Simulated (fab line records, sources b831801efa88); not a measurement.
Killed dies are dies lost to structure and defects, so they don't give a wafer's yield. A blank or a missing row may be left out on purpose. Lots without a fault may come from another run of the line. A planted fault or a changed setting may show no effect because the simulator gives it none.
Tool commonality check | flow sky130 | 11 lots, 33 wafers sampled

WHY IT WAS OPENED
At SKY_METAL1_RS_MEAS_05 the reading METAL1_ALCU_RS is flagged on 2 of 11 lots. Wafers without a fault read 0.1265 ohm/sq, standard deviation 0.0014.
Rule: a lot is flagged when every wafer of it that has a number lies more than 4 standard deviations from that mean, or none has a number. The other lots count as sound.

lot  | measured     | on            | METAL1_ALCU_RS (ohm/sq), wafer by wafer | flag
L594 | day 32 06:17 | film_metro-04 | 0.1263 0.1277 0.1270                    |
L593 | day 32 18:46 | film_metro-04 | 0.1249 0.1272 0.1249                    |
L597 | day 34 03:46 | film_metro-04 | 0.1264 0.1278 0.1281                    |
L598 | day 34 04:10 | film_metro-02 | 0.1264 0.1250 0.1251                    |
L599 | day 34 08:16 | film_metro-02 | 0.1239 0.1242 0.1259                    |
L602 | day 35 04:23 | film_metro-04 | 0.1256 0.1248 0.1244                    |
L606 | day 36 16:29 | film_metro-02 | 0.1261 0.1280 0.1253                    |
L607 | day 37 02:40 | film_metro-04 | 0.1100 0.1103 0.1098                    | FLAGGED
L608 | day 37 03:41 | film_metro-02 | 0.1104 0.1105 0.1103                    | FLAGGED
L610 | day 37 16:04 | film_metro-02 | 0.1258 0.1248 0.1251                    |
L612 | day 38 10:13 | film_metro-04 | 0.1277 0.1276 0.1279                    |
The numbers of the flagged lots are 0.1102 ohm/sq on average: -0.0163 ohm/sq against the usual, or -12 standard deviations.

WHICH TOOL RAN EACH LOT
The record holds 3 process steps before the reading, out of a route of 708 steps. In each cell: the tool, then ch and the chambers that the sampled wafers went through, then the start.
lot  | flag    | SKY_CONTACT_SOFTBAKE_10                      | SKY_METAL1_SPUTTER_02        | SKY_METAL1_SPUTTER_04
L594 |         | litho_track-01 ch 0, day 32 06:11 or earlier | pvd_sputter-03, day 32 06:11 | pvd_sputter-03, day 32 06:14
L593 |         | litho_track-03 ch 0, day 32 18:39 or earlier | pvd_sputter-03, day 32 18:39 | pvd_sputter-03, day 32 18:42
L597 |         | litho_track-03 ch 0, day 34 03:40 or earlier | pvd_sputter-01, day 34 03:40 | pvd_sputter-01, day 34 03:42
L598 |         | litho_track-04 ch 0, day 34 04:01 or earlier | pvd_sputter-03, day 34 04:01 | pvd_sputter-03, day 34 04:03
L599 |         | litho_track-04 ch 0, day 34 08:09 or earlier | pvd_sputter-02, day 34 08:09 | pvd_sputter-02, day 34 08:11
L602 |         | litho_track-01 ch 0, day 35 04:18 or earlier | pvd_sputter-03, day 35 04:18 | pvd_sputter-03, day 35 04:20
L606 |         | litho_track-03 ch 0, day 36 16:21 or earlier | pvd_sputter-02, day 36 16:21 | pvd_sputter-02, day 36 16:25
L607 | FLAGGED | litho_track-01 ch 0, day 37 02:34 or earlier | pvd_sputter-03, day 37 02:34 | pvd_sputter-03, day 37 02:36
L608 | FLAGGED | litho_track-03 ch 0, day 37 03:36 or earlier | pvd_sputter-03, day 37 03:36 | pvd_sputter-03, day 37 03:38
L610 |         | litho_track-03 ch 0, day 37 15:59 or earlier | pvd_sputter-02, day 37 15:59 | pvd_sputter-02, day 37 16:01
L612 |         | litho_track-04 ch 0, day 38 10:06 or earlier | pvd_sputter-02, day 38 10:06 | pvd_sputter-02, day 38 10:08
What these steps do:
- SKY_CONTACT_SOFTBAKE_10: time 93.38 s.
- SKY_METAL1_SPUTTER_02: material AlCu, target thk 250 nm, time 13.3 s.
- SKY_METAL1_SPUTTER_04: material TiN, target thk 70 nm, time 58.3 s.
- SKY_METAL1_RS_MEAS_05: measures by four-point-probe.

FLAGGED OVER TOTAL, TOOL BY TOOL (the gauges that took the reading come last)
step                    | tool           | lots run | flagged | share of the flagged lots | sound lots run after its first flagged lot
SKY_CONTACT_SOFTBAKE_10 | litho_track-01 | 3        | 1       | some                      | 0
SKY_CONTACT_SOFTBAKE_10 | litho_track-03 | 5        | 1       | some                      | 1 (L610)
SKY_CONTACT_SOFTBAKE_10 | litho_track-04 | 3        | 0       | none                      | -
SKY_METAL1_SPUTTER_02   | pvd_sputter-01 | 1        | 0       | none                      | -
SKY_METAL1_SPUTTER_02   | pvd_sputter-02 | 4        | 0       | none                      | -
SKY_METAL1_SPUTTER_02   | pvd_sputter-03 | 6        | 2       | all                       | 0
SKY_METAL1_SPUTTER_04   | pvd_sputter-01 | 1        | 0       | none                      | -
SKY_METAL1_SPUTTER_04   | pvd_sputter-02 | 4        | 0       | none                      | -
SKY_METAL1_SPUTTER_04   | pvd_sputter-03 | 6        | 2       | all                       | 0
SKY_METAL1_RS_MEAS_05   | film_metro-02  | 5        | 1       | some                      | 1 (L610)
SKY_METAL1_RS_MEAS_05   | film_metro-04  | 6        | 1       | some                      | 1 (L612)
SKY_CONTACT_SOFTBAKE_10 gives no start for some lots, so the hours and the order of its lots are those of SKY_METAL1_SPUTTER_02.

WHAT THE TABLE ALLOWS
2 rows of the table ran every flagged lot: pvd_sputter-03 at SKY_METAL1_SPUTTER_02, pvd_sputter-03 at SKY_METAL1_SPUTTER_04.
- pvd_sputter-03 at SKY_METAL1_SPUTTER_02: 2 of its 6 lots flagged. Its last sound lot is L602 (day 35 04:18), its first flagged lot L607 (day 37 02:34): a fault that began between those two fits.
- pvd_sputter-03 at SKY_METAL1_SPUTTER_04: 2 of its 6 lots flagged. Its last sound lot is L602 (day 35 04:20), its first flagged lot L607 (day 37 02:36): a fault that began between those two fits.
One tool is left: pvd_sputter-03 at SKY_METAL1_SPUTTER_02 and SKY_METAL1_SPUTTER_04.

WHAT THE SIMULATOR HAD PUT IN
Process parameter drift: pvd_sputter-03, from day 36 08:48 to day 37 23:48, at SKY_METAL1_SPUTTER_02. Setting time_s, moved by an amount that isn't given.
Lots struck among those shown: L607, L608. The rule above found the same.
